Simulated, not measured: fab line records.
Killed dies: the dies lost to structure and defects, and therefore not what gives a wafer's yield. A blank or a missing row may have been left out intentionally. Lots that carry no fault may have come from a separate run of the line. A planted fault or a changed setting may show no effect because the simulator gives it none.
Chamber matching + flow sfq line + 3 sister chambers for SFQ_TRILAYER_I7_DEP_PECVD_183 on pecvd-03
The step deposits SiO2 from SiH4/N2O, time 111.11 s, target thk 500 nm. 14 wafers are shown with their chamber, then 7 later ones without.

## EACH WAFER AND ITS CHAMBER
| wafer  | chamber | throttle valve pct (%) | heater power w (W) | heater power outer w (W) |
|--------|---------|------------------------|--------------------|--------------------------|
| L603.3 | 0       | 24.2                   | 61                 | 14                       |
| L603.5 | 0       | 24.4                   | 63                 | 15                       |
| L603.6 | 2       | 27.2                   | 106                | 45                       |
| L605.1 | 0       | 24.5                   | 56                 | 9                        |
| L605.2 | 1       | 24.2                   | 87                 | 29                       |
| L605.3 | 2       | 27.2                   | 111                | 49                       |
| L608.2 | 1       | 24.1                   | 87                 | 30                       |
| L608.3 | 2       | 27.4                   | 113                | 49                       |
| L608.4 | 2       | 27.2                   | 95                 | 34                       |
| L620.1 | 1       | 24.2                   | 94                 | 34                       |
| L620.3 | 0       | 24.7                   | 67                 | 18                       |
| L620.6 | 0       | 24.5                   | 53                 | 8                        |
| L622.2 | 0       | 24.5                   | 59                 | 12                       |
| L622.4 | 0       | 24.5                   | 61                 | 14                       |

SIGNATURES (averages over the wafers above)
| reading              | chamber 0 | chamber 1 | chamber 2 | scatter within a chamber |
|----------------------|-----------|-----------|-----------|--------------------------|
| throttle valve pct   | 24.471    | 24.167    | 27.250    | 0.125                    |
| heater power w       | 60.00     | 89.33     | 106.25    | 5.67                     |
| heater power outer w | 12.86     | 31.00     | 44.25     | 4.65                     |
Rule: for a wafer and a chamber, the distance is found by dividing, reading by reading, the gap between the wafer's reading and the chamber's mean by the reading's scatter, squaring, summing and taking the root. The wafer belongs to the nearest chamber; if the next one is less than 2 further off, it can't be placed. The scatter is the square root of a quotient: the sum, over the shown wafers, of each reading's squared deviation from its chamber's mean, divided by wafers minus chambers.

## WAFERS WHOSE CHAMBER IS MISSING
| wafer  | throttle valve pct (%) | heater power w (W) | heater power outer w (W) |
|--------|------------------------|--------------------|--------------------------|
| L622.5 | 27.2                   | 98                 | 40                       |
| L624.3 | 27.2                   | 108                | 46                       |
| L624.5 | 23.5                   | 89                 | 30                       |
| L624.6 | 24.6                   | 65                 | 18                       |
| L626.1 | 27.4                   | 101                | 39                       |
| L626.3 | 24.3                   | 91                 | 32                       |
| L626.5 | 27.4                   | 107                | 42                       |

## WHICH CHAMBER EACH ONE RAN IN
| wafer  | from the rows above | in truth |
|--------|---------------------|----------|
| L622.5 | 2                   | 2        |
| L624.3 | 2                   | 2        |
| L624.5 | 1                   | 1        |
| L624.6 | 0                   | 0        |
| L626.1 | 2                   | 2        |
| L626.3 | 1                   | 1        |
| L626.5 | 2                   | 2        |
Correct placement for 7 of the 7. Number that these rows cannot place: 0. 0 placed wrongly.
